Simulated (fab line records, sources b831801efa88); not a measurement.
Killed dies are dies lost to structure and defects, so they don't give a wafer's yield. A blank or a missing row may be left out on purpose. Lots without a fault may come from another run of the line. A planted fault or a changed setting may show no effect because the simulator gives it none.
Chamber matching | flow sky130 | SKY_FIELD_ISO_CMP_27 on cmp-01: 4 sister chambers
The step polishes, stops on Si3N4, t overpolish 16 s, target thk 457.8 nm. 8 wafers are shown with their chamber, then 8 later ones without.

WAFERS WITH THEIR CHAMBER
wafer  | chamber | motor_current_A (A) | time_to_endpoint_s (s)
L380.6 | 2       | 11.8                | 117
L381.2 | 1       | 10.6                | 105
L381.3 | 3       | 13.4                | 110
L381.6 | 3       | 14.2                | 109
L388.1 | 1       | 10.7                | 113
L388.3 | 0       | 11.9                | 121
L388.6 | 0       | 11.4                | 117
L389.1 | 2       | 12.3                | 107

WAFERS WITHOUT THEIR CHAMBER
wafer  | motor_current_A (A) | time_to_endpoint_s (s)
L389.3 | 14.1                | 109
L389.5 | 13.4                | 107
L390.3 | 12.2                | 106
L390.5 | 12.3                | 114
L390.6 | 13.2                | 107
L397.1 | 11.7                | 119
L397.3 | 12.5                | 108
L397.6 | 11.7                | 116

WHICH CHAMBER EACH WENT THROUGH
wafer  | from the rows above          | in truth
L389.3 | 3                            | 3
L389.5 | 3                            | 3
L390.3 | can't be placed: 2 or 0      | 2
L390.5 | can't be placed: 2 or 0      | 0
L390.6 | can't be placed: 3 or 2      | 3
L397.1 | can't be placed: 0 or 2      | 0
L397.3 | can't be placed: 2 or 0 or 3 | 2
L397.6 | can't be placed: 0 or 2      | 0
Placed correctly: 2 of 8. Can't be placed from these rows: 6 (the true chamber is among the candidates in 6). Placed wrongly: 0.
How it was worked out, from the rows above alone: a wafer's distance from a chamber is the root of the sum, over the readings, of the square of ((its reading less the chamber's mean) divided by the reading's scatter). The wafer belongs to the nearest chamber; if the next one is less than 2 further off, it can't be placed. A chamber's mean is the mean of its shown wafers. The scatter: the root of (the sum of the squares of (reading less its chamber's mean) over the shown wafers, divided by (wafers less chambers)).
